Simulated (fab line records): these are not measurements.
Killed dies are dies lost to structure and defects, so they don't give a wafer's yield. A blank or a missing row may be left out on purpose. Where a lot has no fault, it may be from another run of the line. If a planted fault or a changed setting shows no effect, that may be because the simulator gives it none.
fab line records / flow sky130
record lots=7 wafers=21 last-day=50
route steps=708 shown VT_ADJUST_NCORE@125 VT_ADJUST_HVTR@131
lots that met no fault: taken from a fault-free run of the same line
start-h: start of the lot's first displayed wafer, in hours after the record's first day / wait-h: how many hours have passed since the lot's step before this one / " unchanged from the row above / L1.1+2: one row covering several wafers at once / - no value, or no start was given / * or withheld: withheld / < > ~ a bound
route shown NAME@n: names a module that has steps shown in the file, with the first one's number in the route / usual: mean/standard deviation taken from wafers without a fault / same: alike in all rows / chamber/n: place in a boat / sites: per-site readings / _std_site: standard deviation of those values / _edge_site: inner sites' mean taken away from outer sites' mean / radius-mm: how far each site lies from the wafer's centre / mask NAME#n: copy n / behind: the tool/chamber that last shaped the wafer / hold: the reason the lot was held/the length of the hold in hours/how it ended / device: the n, p or np transistor that did not switch / end of line: the route-end tests of the same wafers / a step with no rows: only its recipe / killed: dies lost to structure and defects at the first sort, not the wafer's yield / map: the dies of a wafer, with x for killed, . for not killed, _ for no die there
set.NAME: the run value of the setting; set.NAME@STEP: its run value at that earlier step / model.NAME: the simulator's own value behind a step, which no gauge read
lots at selected steps of the route; one table per step, one row per wafer
services: the hour from which a tool's chamber was out of use, counted from the record's first day as start-h (under 0 if before that day), plus the number of hours and why
## steps
# step SKY_VT_ADJUST_NCORE_DEVELOP_06
# recipe resist=NOVOLAK developer=TMAH develop-time-s=60 dev-temp-c=23
# step SKY_VT_ADJUST_NCORE_CD_MEAS_07
# recipe target-cd-nm=380
# usual cd-nm=379.7/2.4
lot.wafer=L977.1 tool=cd-sem-02 chamber=- start-h=212.36 wait-h=0.1 cd-nm=379.1
lot.wafer=L977.5 tool=cd-sem-02 chamber=- start-h=212.36 wait-h=0.1 cd-nm=377.8
lot.wafer=L977.6 tool=cd-sem-02 chamber=- start-h=212.36 wait-h=0.1 cd-nm=375.9
lot.wafer=L985.1 tool=cd-sem-02 chamber=- start-h=266.17 wait-h=0.1 cd-nm=380.0
lot.wafer=L985.2 tool=cd-sem-02 chamber=- start-h=266.17 wait-h=0.1 cd-nm=380.4
lot.wafer=L985.4 tool=cd-sem-02 chamber=- start-h=266.17 wait-h=0.1 cd-nm=380.2
lot.wafer=L986.2 tool=cd-sem-01 chamber=- start-h=272.78 wait-h=0.1 cd-nm=377.9
lot.wafer=L986.5 tool=cd-sem-01 chamber=- start-h=272.78 wait-h=0.1 cd-nm=376.4
lot.wafer=L986.6 tool=cd-sem-01 chamber=- start-h=272.78 wait-h=0.1 cd-nm=377.9
lot.wafer=L987.1 tool=cd-sem-02 chamber=- start-h=275.51 wait-h=0.1 cd-nm=378.8
lot.wafer=L987.2 tool=cd-sem-02 chamber=- start-h=275.51 wait-h=0.1 cd-nm=376.7
lot.wafer=L987.4 tool=cd-sem-02 chamber=- start-h=275.51 wait-h=0.1 cd-nm=376.1
lot.wafer=L988.1 tool=cd-sem-01 chamber=- start-h=284.32 wait-h=0.1 cd-nm=381.4
lot.wafer=L988.4 tool=cd-sem-01 chamber=- start-h=284.32 wait-h=0.1 cd-nm=382.4
lot.wafer=L988.5 tool=cd-sem-01 chamber=- start-h=284.32 wait-h=0.1 cd-nm=381.4
lot.wafer=L991.1 tool=cd-sem-01 chamber=- start-h=305.92 wait-h=0.1 cd-nm=374.8
lot.wafer=L991.4 tool=cd-sem-01 chamber=- start-h=305.92 wait-h=0.1 cd-nm=374.8
lot.wafer=L991.5 tool=cd-sem-01 chamber=- start-h=305.92 wait-h=0.1 cd-nm=372.1
lot.wafer=L996.1 tool=cd-sem-01 chamber=- start-h=341.43 wait-h=0.1 cd-nm=377.3
lot.wafer=L996.2 tool=cd-sem-01 chamber=- start-h=341.43 wait-h=0.1 cd-nm=377.1
lot.wafer=L996.6 tool=cd-sem-01 chamber=- start-h=341.43 wait-h=0.1 cd-nm=377.3
# step SKY_VT_ADJUST_NCORE_OVL_MEAS_08
# usual VT_ADJUST_NCORE_OVL=0.5/1.3
lot.wafer=L977.1 tool=overlay-01 chamber=- start-h=212.48 wait-h=0.1 VT_ADJUST_NCORE_OVL[nm]=0.1
lot.wafer=L977.5 tool=overlay-01 chamber=- start-h=212.48 wait-h=0.1 VT_ADJUST_NCORE_OVL[nm]=0.3
lot.wafer=L977.6 tool=overlay-01 chamber=- start-h=212.48 wait-h=0.1 VT_ADJUST_NCORE_OVL[nm]=0.5
lot.wafer=L985.1 tool=overlay-02 chamber=- start-h=266.29 wait-h=0.1 VT_ADJUST_NCORE_OVL[nm]=-0.9
lot.wafer=L985.2 tool=overlay-02 chamber=- start-h=266.29 wait-h=0.1 VT_ADJUST_NCORE_OVL[nm]=-0.9
lot.wafer=L985.4 tool=overlay-02 chamber=- start-h=266.29 wait-h=0.1 VT_ADJUST_NCORE_OVL[nm]=0.8
lot.wafer=L986.2 tool=overlay-01 chamber=- start-h=272.88 wait-h=0.1 VT_ADJUST_NCORE_OVL[nm]=1.2
lot.wafer=L986.5 tool=overlay-01 chamber=- start-h=272.88 wait-h=0.1 VT_ADJUST_NCORE_OVL[nm]=1.5
lot.wafer=L986.6 tool=overlay-01 chamber=- start-h=272.88 wait-h=0.1 VT_ADJUST_NCORE_OVL[nm]=1.4
lot.wafer=L987.1 tool=overlay-01 chamber=- start-h=275.63 wait-h=0.1 VT_ADJUST_NCORE_OVL[nm]=1.4
lot.wafer=L987.2 tool=overlay-01 chamber=- start-h=275.63 wait-h=0.1 VT_ADJUST_NCORE_OVL[nm]=1.2
lot.wafer=L987.4 tool=overlay-01 chamber=- start-h=275.63 wait-h=0.1 VT_ADJUST_NCORE_OVL[nm]=3.9
lot.wafer=L988.1 tool=overlay-02 chamber=- start-h=284.44 wait-h=0.1 VT_ADJUST_NCORE_OVL[nm]=-0.3
lot.wafer=L988.4 tool=overlay-02 chamber=- start-h=284.44 wait-h=0.1 VT_ADJUST_NCORE_OVL[nm]=0.4
lot.wafer=L988.5 tool=overlay-02 chamber=- start-h=284.44 wait-h=0.1 VT_ADJUST_NCORE_OVL[nm]=0.2
lot.wafer=L991.1 tool=overlay-02 chamber=- start-h=306.04 wait-h=0.1 VT_ADJUST_NCORE_OVL[nm]=0.2
lot.wafer=L991.4 tool=overlay-02 chamber=- start-h=306.04 wait-h=0.1 VT_ADJUST_NCORE_OVL[nm]=-0.2
lot.wafer=L991.5 tool=overlay-02 chamber=- start-h=306.04 wait-h=0.1 VT_ADJUST_NCORE_OVL[nm]=-0.4
lot.wafer=L996.1 tool=overlay-01 chamber=- start-h=341.55 wait-h=0.1 VT_ADJUST_NCORE_OVL[nm]=-0.7
lot.wafer=L996.2 tool=overlay-01 chamber=- start-h=341.55 wait-h=0.1 VT_ADJUST_NCORE_OVL[nm]=-0.3
lot.wafer=L996.6 tool=overlay-01 chamber=- start-h=341.55 wait-h=0.1 VT_ADJUST_NCORE_OVL[nm]=-1.3
# step SKY_VT_ADJUST_NCORE_IMPLANT_09
# recipe species=B energy-kev=10 dose-cm2=2.4e+12 tilt-deg=withheld
# step SKY_VT_ADJUST_NCORE_STRIP_10
# recipe chemistry=O2/N2 power-w=1400 pressure-mtorr=1500 platen-temp-c=withheld o2-flow-sccm=3000 n2-flow-sccm=300 overash-fraction=0.5
# usual drypump-motor-current-A=5.7/0.59 n2-flow-sccm=299.9/0.92 oes-product-au=0.717/0.0044 strip-time-to-endpoint-s=14.15/0.041
lot.wafer=L977.1 tool=plasma-asher-03 chamber=0 start-h=212.66 wait-h=0.1 drypump-motor-current-A=5.9 n2-flow-sccm=299.8 oes-product-au=0.717 rf-hours-counter-h=10 strip-time-to-endpoint-s=14.16
lot.wafer=L977.5 tool=plasma-asher-03 chamber=0 start-h=212.66 wait-h=0.1 drypump-motor-current-A=5.9 n2-flow-sccm=299.5 oes-product-au=0.720 rf-hours-counter-h=- strip-time-to-endpoint-s=14.17
lot.wafer=L977.6 tool=plasma-asher-03 chamber=1 start-h=212.66 wait-h=0.1 drypump-motor-current-A=6.7 n2-flow-sccm=300.4 oes-product-au=0.719 rf-hours-counter-h=- strip-time-to-endpoint-s=14.20
lot.wafer=L985.1 tool=plasma-asher-01 chamber=1 start-h=266.47 wait-h=0.1 drypump-motor-current-A=5.3 n2-flow-sccm=299.9 oes-product-au=0.714 rf-hours-counter-h=58 strip-time-to-endpoint-s=14.07
lot.wafer=L985.2 tool=plasma-asher-01 chamber=0 start-h=266.47 wait-h=0.1 drypump-motor-current-A=5.2 n2-flow-sccm=299.1 oes-product-au=0.719 rf-hours-counter-h=58 strip-time-to-endpoint-s=14.08
lot.wafer=L985.4 tool=plasma-asher-01 chamber=0 start-h=266.47 wait-h=0.1 drypump-motor-current-A=5.2 n2-flow-sccm=299.0 oes-product-au=0.714 rf-hours-counter-h=- strip-time-to-endpoint-s=14.10
lot.wafer=L986.2 tool=plasma-asher-01 chamber=0 start-h=273.06 wait-h=0.1 drypump-motor-current-A=5.2 n2-flow-sccm=298.4 oes-product-au=0.715 rf-hours-counter-h=59 strip-time-to-endpoint-s=14.18
lot.wafer=L986.5 tool=plasma-asher-01 chamber=1 start-h=273.06 wait-h=0.1 drypump-motor-current-A=5.3 n2-flow-sccm=300.7 oes-product-au=0.711 rf-hours-counter-h=- strip-time-to-endpoint-s=14.18
lot.wafer=L986.6 tool=plasma-asher-01 chamber=0 start-h=273.06 wait-h=0.1 drypump-motor-current-A=5.3 n2-flow-sccm=299.2 oes-product-au=0.725 rf-hours-counter-h=- strip-time-to-endpoint-s=14.20
lot.wafer=L987.1 tool=plasma-asher-01 chamber=1 start-h=275.81 wait-h=0.1 drypump-motor-current-A=5.3 n2-flow-sccm=300.2 oes-product-au=0.723 rf-hours-counter-h=60 strip-time-to-endpoint-s=14.12
lot.wafer=L987.2 tool=plasma-asher-01 chamber=0 start-h=275.81 wait-h=0.1 drypump-motor-current-A=5.3 n2-flow-sccm=299.6 oes-product-au=0.717 rf-hours-counter-h=60 strip-time-to-endpoint-s=14.19
lot.wafer=L987.4 tool=plasma-asher-01 chamber=0 start-h=275.81 wait-h=0.1 drypump-motor-current-A=5.2 n2-flow-sccm=300.0 oes-product-au=0.717 rf-hours-counter-h=- strip-time-to-endpoint-s=14.15
lot.wafer=L988.1 tool=plasma-asher-03 chamber=0 start-h=284.62 wait-h=0.1 drypump-motor-current-A=5.9 n2-flow-sccm=299.5 oes-product-au=0.714 rf-hours-counter-h=20 strip-time-to-endpoint-s=14.15
lot.wafer=L988.4 tool=plasma-asher-03 chamber=0 start-h=284.62 wait-h=0.1 drypump-motor-current-A=5.9 n2-flow-sccm=300.5 oes-product-au=0.718 rf-hours-counter-h=- strip-time-to-endpoint-s=14.10
lot.wafer=L988.5 tool=plasma-asher-03 chamber=1 start-h=284.62 wait-h=0.1 drypump-motor-current-A=6.7 n2-flow-sccm=301.0 oes-product-au=0.715 rf-hours-counter-h=- strip-time-to-endpoint-s=14.07
lot.wafer=L991.1 tool=plasma-asher-04 chamber=0 start-h=306.22 wait-h=0.1 drypump-motor-current-A=5.2 n2-flow-sccm=300.4 oes-product-au=0.710 rf-hours-counter-h=41 strip-time-to-endpoint-s=14.11
lot.wafer=L991.4 tool=plasma-asher-04 chamber=1 start-h=306.22 wait-h=0.1 drypump-motor-current-A=5.2 n2-flow-sccm=299.7 oes-product-au=0.724 rf-hours-counter-h=- strip-time-to-endpoint-s=14.11
lot.wafer=L991.5 tool=plasma-asher-04 chamber=1 start-h=306.22 wait-h=0.1 drypump-motor-current-A=5.2 n2-flow-sccm=299.8 oes-product-au=0.717 rf-hours-counter-h=- strip-time-to-endpoint-s=14.13
lot.wafer=L996.1 tool=plasma-asher-01 chamber=1 start-h=341.74 wait-h=0.1 drypump-motor-current-A=5.3 n2-flow-sccm=300.5 oes-product-au=0.717 rf-hours-counter-h=68 strip-time-to-endpoint-s=14.22
lot.wafer=L996.2 tool=plasma-asher-01 chamber=0 start-h=341.74 wait-h=0.1 drypump-motor-current-A=5.3 n2-flow-sccm=301.2 oes-product-au=0.721 rf-hours-counter-h=68 strip-time-to-endpoint-s=14.22
lot.wafer=L996.6 tool=plasma-asher-01 chamber=1 start-h=341.74 wait-h=0.1 drypump-motor-current-A=5.3 n2-flow-sccm=300.3 oes-product-au=0.717 rf-hours-counter-h=- strip-time-to-endpoint-s=14.23
# step SKY_VT_ADJUST_NCORE_TW_MEAS_11
# usual VT_ADJUST_NCORE_TW=220.0/1.3
lot.wafer=L977.1 tool=film-metro-04 chamber=- start-h=212.76 wait-h=0.1 VT_ADJUST_NCORE_TW=219.4
lot.wafer=L977.5 tool=film-metro-04 chamber=- start-h=212.76 wait-h=0.1 VT_ADJUST_NCORE_TW=220.0
lot.wafer=L977.6 tool=film-metro-04 chamber=- start-h=212.76 wait-h=0.1 VT_ADJUST_NCORE_TW=220.2
lot.wafer=L985.1 tool=film-metro-04 chamber=- start-h=266.57 wait-h=0.1 VT_ADJUST_NCORE_TW=220.3
lot.wafer=L985.2 tool=film-metro-04 chamber=- start-h=266.57 wait-h=0.1 VT_ADJUST_NCORE_TW=221.7
lot.wafer=L985.4 tool=film-metro-04 chamber=- start-h=266.57 wait-h=0.1 VT_ADJUST_NCORE_TW=221.9
lot.wafer=L986.2 tool=film-metro-03 chamber=- start-h=273.17 wait-h=0.1 VT_ADJUST_NCORE_TW=220.3
lot.wafer=L986.5 tool=film-metro-03 chamber=- start-h=273.17 wait-h=0.1 VT_ADJUST_NCORE_TW=220.0
lot.wafer=L986.6 tool=film-metro-03 chamber=- start-h=273.17 wait-h=0.1 VT_ADJUST_NCORE_TW=221.1
lot.wafer=L987.1 tool=film-metro-01 chamber=- start-h=275.91 wait-h=0.1 VT_ADJUST_NCORE_TW=218.2
lot.wafer=L987.2 tool=film-metro-01 chamber=- start-h=275.91 wait-h=0.1 VT_ADJUST_NCORE_TW=218.0
lot.wafer=L987.4 tool=film-metro-01 chamber=- start-h=275.91 wait-h=0.1 VT_ADJUST_NCORE_TW=217.2
lot.wafer=L988.1 tool=film-metro-03 chamber=- start-h=284.72 wait-h=0.1 VT_ADJUST_NCORE_TW=219.6
lot.wafer=L988.4 tool=film-metro-03 chamber=- start-h=284.72 wait-h=0.1 VT_ADJUST_NCORE_TW=219.7
lot.wafer=L988.5 tool=film-metro-03 chamber=- start-h=284.72 wait-h=0.1 VT_ADJUST_NCORE_TW=219.5
lot.wafer=L991.1 tool=film-metro-04 chamber=- start-h=306.32 wait-h=0.1 VT_ADJUST_NCORE_TW=220.2
lot.wafer=L991.4 tool=film-metro-04 chamber=- start-h=306.32 wait-h=0.1 VT_ADJUST_NCORE_TW=221.8
lot.wafer=L991.5 tool=film-metro-04 chamber=- start-h=306.32 wait-h=0.1 VT_ADJUST_NCORE_TW=221.2
lot.wafer=L996.1 tool=film-metro-04 chamber=- start-h=341.84 wait-h=0.1 VT_ADJUST_NCORE_TW=220.9
lot.wafer=L996.2 tool=film-metro-04 chamber=- start-h=341.84 wait-h=0.1 VT_ADJUST_NCORE_TW=220.4
lot.wafer=L996.6 tool=film-metro-04 chamber=- start-h=341.84 wait-h=0.1 VT_ADJUST_NCORE_TW=220.8
# step SKY_VT_ADJUST_HVTR_DEHYDRATE_00
# recipe temp-c=200 time-s=60
# step SKY_VT_ADJUST_HVTR_HMDS_01
# recipe prime-time-s=60 prime-temp-c=120
# step SKY_VT_ADJUST_HVTR_COAT_02
# recipe resist=NOVOLAK spin-rpm=3000 resist-thk-nm=1140
# step SKY_VT_ADJUST_HVTR_SOFTBAKE_03
# recipe temp-c=90 time-s=60 resist=NOVOLAK
# step SKY_VT_ADJUST_HVTR_EXPOSE_04
# recipe mask-id=HVTRM target-cd-nm=380 na=0.6 source-shape=conventional sigma-outer=0.6 dose-mj=150
# step SKY_VT_ADJUST_HVTR_PEB_05
# recipe temp-c=withheld time-s=* resist=NOVOLAK
# step SKY_VT_ADJUST_HVTR_DEVELOP_06
# recipe develop-time-s=60 dev-temp-c=23
# usual chill-plate-temp-C=23.00/0.1 develop-time-s=60/0
lot.wafer=L977.1 tool=litho-track-02 chamber=0 start-h=235.77 wait-h=0.1 chill-plate-temp-C=23.00 develop-time-s=60
lot.wafer=L977.5 tool=litho-track-02 chamber=0 start-h=235.77 wait-h=0.1 chill-plate-temp-C=22.86 develop-time-s=60
lot.wafer=L977.6 tool=litho-track-02 chamber=0 start-h=235.77 wait-h=0.1 chill-plate-temp-C=22.86 develop-time-s=60
lot.wafer=L985.1 tool=litho-track-04 chamber=0 start-h=291.43 wait-h=0.1 chill-plate-temp-C=23.01 develop-time-s=60
lot.wafer=L985.2 tool=litho-track-04 chamber=0 start-h=291.43 wait-h=0.1 chill-plate-temp-C=23.17 develop-time-s=60
lot.wafer=L985.4 tool=litho-track-04 chamber=0 start-h=291.43 wait-h=0.1 chill-plate-temp-C=23.02 develop-time-s=60
lot.wafer=L986.2 tool=litho-track-02 chamber=- start-h=298.39 wait-h=0.1 chill-plate-temp-C=- develop-time-s=-
lot.wafer=L986.5 tool=litho-track-02 chamber=- start-h=298.39 wait-h=0.1 chill-plate-temp-C=- develop-time-s=-
lot.wafer=L986.6 tool=litho-track-02 chamber=- start-h=298.39 wait-h=0.1 chill-plate-temp-C=- develop-time-s=-
lot.wafer=L987.1 tool=litho-track-04 chamber=- start-h=301.18 wait-h=0.1 chill-plate-temp-C=- develop-time-s=-
lot.wafer=L987.2 tool=litho-track-04 chamber=- start-h=301.18 wait-h=0.1 chill-plate-temp-C=- develop-time-s=-
lot.wafer=L987.4 tool=litho-track-04 chamber=- start-h=301.18 wait-h=0.1 chill-plate-temp-C=- develop-time-s=-
lot.wafer=L988.1 tool=litho-track-02 chamber=- start-h=309.72 wait-h=0.1 chill-plate-temp-C=- develop-time-s=-
lot.wafer=L988.4 tool=litho-track-02 chamber=- start-h=309.72 wait-h=0.1 chill-plate-temp-C=- develop-time-s=-
lot.wafer=L988.5 tool=litho-track-02 chamber=- start-h=309.72 wait-h=0.1 chill-plate-temp-C=- develop-time-s=-
lot.wafer=L991.1 tool=litho-track-04 chamber=0 start-h=332.33 wait-h=0.1 chill-plate-temp-C=22.93 develop-time-s=60
lot.wafer=L991.4 tool=litho-track-04 chamber=0 start-h=332.33 wait-h=0.1 chill-plate-temp-C=22.86 develop-time-s=60
lot.wafer=L991.5 tool=litho-track-04 chamber=0 start-h=332.33 wait-h=0.1 chill-plate-temp-C=22.96 develop-time-s=60
lot.wafer=L996.1 tool=litho-track-01 chamber=0 start-h=368.81 wait-h=0.1 chill-plate-temp-C=23.06 develop-time-s=60
lot.wafer=L996.2 tool=litho-track-01 chamber=0 start-h=368.81 wait-h=0.1 chill-plate-temp-C=23.10 develop-time-s=60
lot.wafer=L996.6 tool=litho-track-01 chamber=0 start-h=368.81 wait-h=0.1 chill-plate-temp-C=23.16 develop-time-s=60
# step SKY_VT_ADJUST_HVTR_CD_MEAS_07
# recipe target-cd-nm=380
# usual cd-nm=380.1/2.7
lot.wafer=L977.1 tool=cd-sem-02 chamber=- start-h=235.92 wait-h=0.1 cd-nm=384.4
lot.wafer=L977.5 tool=cd-sem-02 chamber=- start-h=235.92 wait-h=0.1 cd-nm=383.7
lot.wafer=L977.6 tool=cd-sem-02 chamber=- start-h=235.92 wait-h=0.1 cd-nm=385.4
lot.wafer=L985.1 tool=cd-sem-02 chamber=- start-h=291.58 wait-h=0.1 cd-nm=378.0
lot.wafer=L985.2 tool=cd-sem-02 chamber=- start-h=291.58 wait-h=0.1 cd-nm=379.6
lot.wafer=L985.4 tool=cd-sem-02 chamber=- start-h=291.58 wait-h=0.1 cd-nm=378.6
lot.wafer=L986.2 tool=cd-sem-02 chamber=- start-h=298.54 wait-h=0.1 cd-nm=-
lot.wafer=L986.5 tool=cd-sem-02 chamber=- start-h=298.54 wait-h=0.1 cd-nm=-
lot.wafer=L986.6 tool=cd-sem-02 chamber=- start-h=298.54 wait-h=0.1 cd-nm=-
lot.wafer=L987.1 tool=cd-sem-02 chamber=- start-h=301.33 wait-h=0.1 cd-nm=-
lot.wafer=L987.2 tool=cd-sem-02 chamber=- start-h=301.33 wait-h=0.1 cd-nm=-
lot.wafer=L987.4 tool=cd-sem-02 chamber=- start-h=301.33 wait-h=0.1 cd-nm=-
lot.wafer=L988.1 tool=cd-sem-01 chamber=- start-h=309.87 wait-h=0.1 cd-nm=-
lot.wafer=L988.4 tool=cd-sem-01 chamber=- start-h=309.87 wait-h=0.1 cd-nm=-
lot.wafer=L988.5 tool=cd-sem-01 chamber=- start-h=309.87 wait-h=0.1 cd-nm=-
lot.wafer=L991.1 tool=cd-sem-02 chamber=- start-h=332.48 wait-h=0.1 cd-nm=378.0
lot.wafer=L991.4 tool=cd-sem-02 chamber=- start-h=332.48 wait-h=0.1 cd-nm=375.2
lot.wafer=L991.5 tool=cd-sem-02 chamber=- start-h=332.48 wait-h=0.1 cd-nm=374.6
lot.wafer=L996.1 tool=cd-sem-02 chamber=- start-h=368.96 wait-h=0.1 cd-nm=382.3
lot.wafer=L996.2 tool=cd-sem-02 chamber=- start-h=368.96 wait-h=0.1 cd-nm=384.3
lot.wafer=L996.6 tool=cd-sem-02 chamber=- start-h=368.96 wait-h=0.1 cd-nm=383.9
## services
tool=plasma-asher-04 chamber=- start-h=188.74 hours=1.6 kind=repair
tool=plasma-asher-04 chamber=- start-h=190.64 hours=88.7 kind=repair
tool=plasma-asher-03 chamber=- start-h=204.24 hours=1.7 kind=repair
tool=plasma-asher-01 chamber=- start-h=229.43 hours=7.7 kind=repair
tool=plasma-asher-03 chamber=- start-h=237.10 hours=14.6 kind=pm
tool=plasma-asher-01 chamber=- start-h=307.79 hours=2.8 kind=repair
## key
first-sign step=SKY_VT_ADJUST_HVTR_DEVELOP_06 reading=tool-record direction=missing
effect none on later readings
met-at SKY_VT_ADJUST_HVTR_DEVELOP_06
struck-wafers L986.2,L986.5,L986.6,L987.1,L987.2,L987.4,L988.1,L988.4,L988.5
sort-left-out L986.2,L986.5,L986.6,L987.1,L987.2,L987.4,L988.1,L988.4,L988.5
tester-left-out L986,L987,L988
onset-between 291.43 298.39
fault kind=skipped-step-whole tool=litho-track-02,litho-track-04 chamber=- onset-h=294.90 steps=SKY_VT_ADJUST_HVTR_DEVELOP_06 scope=struck-lots-only
# tester-left-out: of these lots the tester's yield and bins aren't shown, on N5 and GAA mostly nor the transistor test; their killed dies are dies lost to structure and defects alone, not to doping, threshold or leakage, so they don't give the yield
# sort-left-out: the simulated sort isn't trusted on such a fault, so these wafers' sort isn't shown, and their yield isn't known
